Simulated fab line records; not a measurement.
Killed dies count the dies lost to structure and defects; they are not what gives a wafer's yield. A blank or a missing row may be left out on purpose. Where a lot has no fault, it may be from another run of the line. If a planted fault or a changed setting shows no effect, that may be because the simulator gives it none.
Matching of chambers | flow gf180mcu | cmp-01 running GF_V4_CMP_26: 4 sister chambers
The step polishes, stops on SiO2, t overpolish 15 s, target thk 0 nm. 8 wafers are shown with their chamber, then 7 later ones without.

== WAFERS WITH THEIR CHAMBER ==
wafer  | chamber | motor_current_A (A) | time_to_endpoint_s (s)
L601.1 | 0       | 13.1                | 81
L601.4 | 3       | 9.1                 | 86
L601.6 | 0       | 13.1                | 81
L603.2 | 1       | 10.5                | 86
L603.4 | 2       | 11.1                | 87
L603.5 | 1       | 10.9                | 86
L604.1 | 3       | 9.0                 | 85
L604.3 | 2       | 11.4                | 80

== WAFERS WITH NO CHAMBER GIVEN ==
wafer  | motor_current_A (A) | time_to_endpoint_s (s)
L604.6 | 13.1                | 79
L605.2 | 13.2                | 82
L605.4 | 10.3                | 86
L605.6 | 13.0                | 85
L616.1 | 11.4                | 87
L616.2 | 13.0                | 87
L616.5 | 14.0                | 82

== WHICH CHAMBER EACH WENT THROUGH ==
wafer  | from the rows above | in truth
L604.6 | 0                   | 0
L605.2 | 0                   | 0
L605.4 | 1                   | 1
L605.6 | 0                   | 0
L616.1 | 2                   | 2
L616.2 | 0                   | 0
L616.5 | 0                   | 0
Placed correctly: 7 of 7. Number that these rows cannot place: 0. Wrongly placed: 0.
How it was worked out, from the rows above alone: a wafer's distance from a chamber is the root of the sum, over the readings, of the square of ((its reading less the chamber's mean) divided by the reading's scatter). If the next closest chamber is less than 2 further off than the closest, the wafer can't be placed; otherwise it belongs to the closest. Each chamber's mean is taken over the wafers shown for it. The scatter: take each reading less its chamber's mean, square it, sum over the shown wafers, divide by the number of wafers less the number of chambers, and take the root.
